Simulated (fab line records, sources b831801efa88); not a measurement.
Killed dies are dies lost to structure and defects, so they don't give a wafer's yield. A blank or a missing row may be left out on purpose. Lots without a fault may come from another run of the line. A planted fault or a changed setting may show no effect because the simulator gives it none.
Which tool did it? | flow gf180mcu | 13 lots, 39 wafers sampled, at 5 steps of a route of 602

WHAT THE GAUGES READ, wafer by wafer
GF_SAB_CD_MEAS_09: target cd 420 nm. Usual: cd_nm 420.5 nm, standard deviation 2.6.
lot  | measured     | on        | cd_nm (nm)        | flag
L561 | day 15 03:26 | cd_sem-02 | 420.6 420.3 422.6 |
L562 | day 15 12:52 | cd_sem-01 | 422.6 421.7 422.1 |
L567 | day 17 07:52 | cd_sem-01 | 427.4 426.9 424.8 |
L568 | day 17 18:03 | cd_sem-02 | 419.8 418.3 419.7 |
L570 | day 18 09:22 | cd_sem-02 | 421.4 422.0 423.4 |
L574 | day 19 16:11 | cd_sem-01 | 420.0 420.4 419.9 |
L577 | day 21 05:11 | cd_sem-01 | 420.9 418.9 417.2 |
L578 | day 21 21:28 | cd_sem-02 | 418.7 420.7 419.3 |
L579 | day 22 12:07 | cd_sem-02 | 419.6 421.5 420.3 |
L580 | day 22 16:35 | cd_sem-01 | 422.0 419.3 418.7 |
L582 | day 22 20:11 | cd_sem-02 | 419.6 419.9 418.7 |
L583 | day 23 09:46 | cd_sem-02 | 418.7 419.0 417.9 |
L584 | day 23 12:50 | cd_sem-02 | 426.1 425.3 427.1 |

GF_SAB_OVL_MEAS_10. Usual: SAB_OVL 0.1 nm, standard deviation 1.3.
lot  | measured     | on         | SAB_OVL (nm)   | flag
L561 | day 15 03:32 | overlay-02 | 1.3 -1.1 0.0   |
L562 | day 15 12:59 | overlay-02 | -1.3 0.7 1.3   |
L567 | day 17 07:58 | overlay-02 | -1.8 -1.7 -2.1 |
L568 | day 17 18:08 | overlay-01 | 1.1 1.9 -1.1   |
L570 | day 18 09:29 | overlay-02 | -2.0 -1.6 0.3  |
L574 | day 19 16:19 | overlay-01 | -0.6 0.0 -0.7  |
L577 | day 21 05:17 | overlay-02 | 0.1 -0.4 0.9   |
L578 | day 21 21:35 | overlay-02 | 1.1 1.5 -0.6   |
L579 | day 22 12:14 | overlay-01 | 0.5 -0.7 1.1   |
L580 | day 22 16:43 | overlay-02 | -2.3 -2.3 -2.3 |
L582 | day 22 20:17 | overlay-02 | 0.7 2.3 1.7    |
L583 | day 23 09:52 | overlay-01 | -0.2 -0.1 0.4  |
L584 | day 23 12:56 | overlay-01 | -1.1 1.2 2.6   |

GF_CONTACT_CD_MEAS_14: target cd 220 nm. Usual: cd_nm 219.6 nm, standard deviation 1.5.
lot  | measured     | on        | cd_nm (nm)        | flag
L561 | day 16 02:29 | cd_sem-01 | 220.6 220.4 218.6 |
L562 | day 16 13:05 | cd_sem-01 | 219.3 218.0 220.1 |
L567 | day 18 09:05 | cd_sem-01 | 221.3 220.8 220.1 |
L568 | day 18 20:35 | cd_sem-02 | 216.0 217.3 217.9 |
L570 | day 19 11:04 | cd_sem-01 | 219.0 218.4 218.2 |
L574 | day 20 18:04 | cd_sem-02 | 173.1 174.2 174.1 | OFF
L577 | day 22 07:01 | cd_sem-01 | 218.3 219.9 218.5 |
L578 | day 22 22:55 | cd_sem-01 | 219.9 220.1 218.8 |
L579 | day 23 12:31 | cd_sem-01 | 219.9 219.7 219.0 |
L580 | day 23 17:22 | cd_sem-01 | 218.4 219.1 217.6 |
L582 | day 23 20:12 | cd_sem-01 | 216.8 218.1 218.2 |
L583 | day 24 10:50 | cd_sem-01 | 220.9 222.3 220.3 |
L584 | day 24 13:10 | cd_sem-02 | 218.1 218.0 217.8 |

WHICH TOOL RAN EACH LOT (tool, then ch and the chambers of the sampled wafers, then the start)
lot  | GF_SALICIDE_RTA_06               | GF_CONTACT_EXPOSE_11
L561 | rtp_anneal-01 ch 0, day 15 04:10 | krf_scanner-01 ch 0, day 15 15:40
L562 | rtp_anneal-02 ch 0, day 15 13:37 | krf_scanner-01 ch 0, day 16 02:07
L567 | rtp_anneal-01 ch 0, day 17 08:35 | krf_scanner-01 ch 0, day 17 21:22
L568 | rtp_anneal-01 ch 0, day 17 18:47 | krf_scanner-01 ch 0, day 18 07:47
L570 | rtp_anneal-02 ch 0, day 18 10:05 | krf_scanner-01 ch 0, day 18 23:34
L574 | rtp_anneal-02 ch 0, day 19 16:56 | krf_scanner-01 ch 0, day 20 06:13
L577 | rtp_anneal-02 ch 0, day 21 05:55 | krf_scanner-01 ch 0, day 21 19:20
L578 | rtp_anneal-02 ch 0, day 21 22:12 | krf_scanner-01 ch 0, day 22 11:07
L579 | rtp_anneal-02 ch 0, day 22 12:50 | krf_scanner-01 ch 0, day 23 01:11
L580 | rtp_anneal-02 ch 0, day 22 17:19 | krf_scanner-01 ch 0, day 23 06:25
L582 | rtp_anneal-02 ch 0, day 22 20:54 | krf_scanner-01 ch 0, day 23 09:29
L583 | rtp_anneal-01 ch 0, day 23 10:29 | krf_scanner-02 ch 0, day 23 23:08
L584 | rtp_anneal-01 ch 0, day 23 13:33 | krf_scanner-01 ch 0, day 24 02:12
- GF_SALICIDE_RTA_06: time 30 s.
- GF_CONTACT_EXPOSE_11: exposes mask Contact, target cd 220 nm.

WHAT THE TOOLS THEMSELVES READ (means of the sampled wafers that have a number; where no wafer has one, the mark that the record gives instead)
GF_SALICIDE_RTA_06. Usual: lamp_power_pct 5.8 %, standard deviation 0.32; wafer_temp_C_max 532.7, standard deviation 0.98.
lot  | tool          | lamp_power_pct (%) | wafer_temp_C_max | flag
L561 | rtp_anneal-01 | 5.5                | 533.3            |
L562 | rtp_anneal-02 | 6.1                | 531.7            |
L567 | rtp_anneal-01 | 5.5                | 533.1            |
L568 | rtp_anneal-01 | 5.5                | 533.5            |
L570 | rtp_anneal-02 | 6.1                | 532.2            |
L574 | rtp_anneal-02 | 6.1                | 532.2            |
L577 | rtp_anneal-02 | 6.1                | 532.2            |
L578 | rtp_anneal-02 | 6.1                | 531.7            |
L579 | rtp_anneal-02 | 6.1                | 531.7            |
L580 | rtp_anneal-02 | 6.1                | 531.8            |
L582 | rtp_anneal-02 | 6.1                | 532.2            |
L583 | rtp_anneal-01 | 5.5                | 534.0            |
L584 | rtp_anneal-01 | 5.5                | 533.2            |

GF_CONTACT_EXPOSE_11. Usual: focus_offset_nm 0.2 nm, standard deviation 0.62; reticle_temp_C 22.99 C, standard deviation 0.11.
lot  | tool           | focus_offset_nm (nm) | reticle_temp_C (C) | flag
L561 | krf_scanner-01 | -0.1                 | 22.87              |
L562 | krf_scanner-01 | 0.5                  | 22.83              |
L567 | krf_scanner-01 | 0.8                  | 22.90              |
L568 | krf_scanner-01 | 0.8                  | 22.98              |
L570 | krf_scanner-01 | -0.6                 | 23.07              |
L574 | krf_scanner-01 | -0.0                 | 23.01              |
L577 | krf_scanner-01 | 0.9                  | 22.85              |
L578 | krf_scanner-01 | 0.0                  | 23.02              |
L579 | krf_scanner-01 | 0.8                  | 23.10              |
L580 | krf_scanner-01 | 0.2                  | 22.84              |
L582 | krf_scanner-01 | 0.9                  | 23.06              |
L583 | krf_scanner-02 | 0.0                  | 23.01              |
L584 | krf_scanner-01 | 0.3                  | 22.89              |

THE ANSWER, worked out from the rows above alone
Rule: a lot is off if the mean of its wafers that have a number lies more than 3 standard deviations from the usual mean. A lot without any number at a reading at which 4 lots or more have one is off too. The other lots that the step has rows for count as sound. The gauges are gone through in route order, then the tools' own readings, and for those a lot's mean is taken as printed above. The first step at which some lot is off is used, and at that step the reading that is off furthest; a lot without a number counts as furthest.
Off: L574, at GF_CONTACT_CD_MEAS_14 (cd_nm).
A tool fits if, at a process step before that reading, it ran every lot that is off, and no sound lot after the first of them. The gauges at GF_CONTACT_CD_MEAS_14 are tried like those tools. None of those tried fits.

WHAT THE SIMULATOR HAD PUT IN
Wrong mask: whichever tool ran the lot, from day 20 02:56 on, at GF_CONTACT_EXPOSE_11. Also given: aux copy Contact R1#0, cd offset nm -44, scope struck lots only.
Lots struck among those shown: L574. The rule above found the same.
